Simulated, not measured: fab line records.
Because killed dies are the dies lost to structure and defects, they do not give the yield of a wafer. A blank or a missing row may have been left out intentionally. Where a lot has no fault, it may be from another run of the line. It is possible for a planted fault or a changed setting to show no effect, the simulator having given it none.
Which of the tools did it? | flow gf180mcu | route of 602 steps, sampled at 1 step: 15 lots, 45 wafers

## WHAT THE GAUGES READ, wafer by wafer
GF_NSD_OVL_MEAS_08. Usual: NSD_OVL -0.2 nm, standard deviation 1.4.
lot  | measured     | on         | NSD_OVL (nm)   | flag
L339 | day 13 06:25 | overlay-01 | -0.9 1.6 1.2   | 
L340 | day 13 16:33 | overlay-02 | 0.7 0.2 0.0    | 
L341 | day 13 19:19 | overlay-01 | -0.6 0.1 -0.3  | 
L342 | day 14 00:21 | overlay-01 | 0.0 1.1 0.7    | 
L345 | day 15 06:50 | overlay-02 | 2.4 2.2 1.8    | 
L349 | day 16 23:14 | overlay-01 | -0.3 -1.3 -1.2 | 
L350 | day 17 09:47 | overlay-01 | -2.8 -3.3 -2.2 | 
L351 | day 17 10:11 | overlay-01 | -1.8 -2.5 -0.8 | 
L354 | day 18 15:59 | overlay-02 | 0.2 -0.2 -0.2  | 
L355 | day 19 01:28 | overlay-01 | -1.3 -1.6 -1.3 | 
L356 | day 19 05:25 | overlay-02 | -1.4 0.1 0.1   | 
L358 | day 19 19:55 | overlay-02 | 2.7 2.6 3.6    | 
L359 | day 20 05:38 | overlay-01 | -1.7 -0.7 -1.8 | 
L361 | day 20 17:53 | overlay-02 | 1.8 2.3 1.4    | 
L362 | day 21 04:39 | overlay-02 | 1.1 1.5 0.5    | 

## TOOL THAT RAN EACH LOT (tool first, then ch and the chambers of the sampled wafers, then the start)
Before these readings, the record contains no process step.

## WHAT THE TOOLS THEMSELVES READ (means of the sampled wafers that have a number; where no wafer has one, the mark that the record gives instead)
The record holds no such reading with a usual standard deviation.

## THE ANSWER, worked out from the rows above alone
Rule: a lot is off if the mean of its wafers that have a number lies more than 3 standard deviations from the usual mean. Also off: a lot with no number at a reading for which 4 or more lots have one. All remaining lots with rows at the step are treated as sound. Order of review: gauges by route order, followed by the tools' own readings, for which a lot's mean as printed above is used. The first step at which some lot is off is used, and at that step the reading that is off furthest; a lot without a number counts as furthest.
Across all readings shown, no lot is off: no conclusion can be drawn from this.

## WHAT WAS PUT IN BY THE SIMULATOR
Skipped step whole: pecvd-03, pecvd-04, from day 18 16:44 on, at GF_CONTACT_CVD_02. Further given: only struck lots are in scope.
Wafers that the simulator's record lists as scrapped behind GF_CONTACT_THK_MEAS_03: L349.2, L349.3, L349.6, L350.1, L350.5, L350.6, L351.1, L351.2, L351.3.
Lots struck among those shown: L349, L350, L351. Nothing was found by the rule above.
